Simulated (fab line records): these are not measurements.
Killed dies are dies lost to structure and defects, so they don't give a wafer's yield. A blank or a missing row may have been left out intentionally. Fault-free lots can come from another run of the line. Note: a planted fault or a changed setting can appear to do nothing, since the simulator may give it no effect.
Problem report, 8D (eight disciplines) form, completed by code | flow gf180mcu | the parts of the form that need people (team, actions taken, sign-off) are left out

## 1. WHAT IS WRONG
Wafers free of any fault read 562 (standard deviation 4.1) for VT_IMPLANT_TW at GF_VT_IMPLANT_TW_MEAS_10, against a mean of 659 on 6 wafers of 2 lots. That is +24 standard deviations from the usual mean.
Seen first at day 9 00:42 on film_metro-02, wafer L620.1. The record has a number at this step for 36 wafers belonging to 12 lots. The rule behind "out" and "out of limits": a value lying over 4 standard deviations away from the usual mean. Any other wafer with a number is counted as sound.

## 2. WHAT IT IS, AND WHAT IT ISN'T
question                    | is                     | is not
which readings at this step | VT_IMPLANT_TW          | -
which lots                  | L620, L623             | L607, L608, L611, L613, L617, L618, L619, L621, L629, L630
which wafers of those lots  | all that have a number | -
read on which gauges        | film_metro-02          | film_metro-01, film_metro-04
when                        | from day 9 00:42       | up to then (21 sound wafers); but 9 sound wafers of L621, L629, L630 came after

## 3. WHAT RULES OUT EACH SUSPECT
Counting: a tool stays on the suspect list if, at a process step up to the reading, it processed all lots that are out and no sound lot following the first of them.
- the gauge at GF_VT_IMPLANT_TW_MEAS_10: ruled out. All the wafers that are out were read on film_metro-02, but those of them that GF_VT_IMPLANT_IMPLANT_08 has rows for are out there too, on other tools.
- implanter-02 at GF_VT_IMPLANT_IMPLANT_08: kept. It processed each lot that is out, first L620 at day 9 00:27, and no sound lot thereafter; up to then, the last sound lot it processed was L619 at day 8 20:48. Its own dose_ions_cm2, faraday_current_uA readings are out on those wafers.
After counting, what remains is implanter-02 at GF_VT_IMPLANT_IMPLANT_08.

## 4. THE CAUSE (what the simulator had put in)
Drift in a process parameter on implanter-02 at GF_VT_IMPLANT_IMPLANT_08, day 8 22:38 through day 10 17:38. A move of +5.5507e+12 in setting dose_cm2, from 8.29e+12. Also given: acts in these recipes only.
This tool alone remained once counting was done.

## 5. THE EFFECT CHAIN, in route order
One row per reading whose mean, taken over the struck wafers that have a number, lies over 3 standard deviations from the usual. Only readings for which the record gives a usual standard deviation are gone through. hours: the time from each lot's start at the first step in this table that gives one to its start at this step, as a median over the lots. sigmas: the change in usual standard deviations.
hours | step                     | reading            | usual     | on struck wafers | change     | sigmas
0     | GF_VT_IMPLANT_IMPLANT_08 | dose_ions_cm2      | 8.291e+12 | 1.384e+13        | +5.550e+12 | +99 or more
0     | GF_VT_IMPLANT_IMPLANT_08 | faraday_current_uA | 46.8      | 78.4             | +31.6      | +37
0     | GF_VT_IMPLANT_TW_MEAS_10 | VT_IMPLANT_TW      | 562       | 659              | +97        | +24
It contains these process steps:
- GF_VT_IMPLANT_IMPLANT_08
Later measuring or inspecting steps at which every struck wafer that the step has a row for has a number for every such reading, and none has moved that far: GF_DUAL_GATE_THK_MEAS_03.

## 6. WHAT WOULD HAVE CAUGHT IT SOONER
In this record the first reading out of limits at a measuring or inspecting step was taken at day 9 00:42, 2 hours after the fault began at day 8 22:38.
The tool's own readings at GF_VT_IMPLANT_IMPLANT_08 were out on every struck wafer that the step has a row for (dose_ions_cm2, faraday_current_uA): an alarm limit on them would have fired on the first of those.
L623, from the lots that are out (2), started GF_VT_IMPLANT_IMPLANT_08 on implanter-02 later than day 9 00:42. Had the tool been put on hold then, it would have been spared.
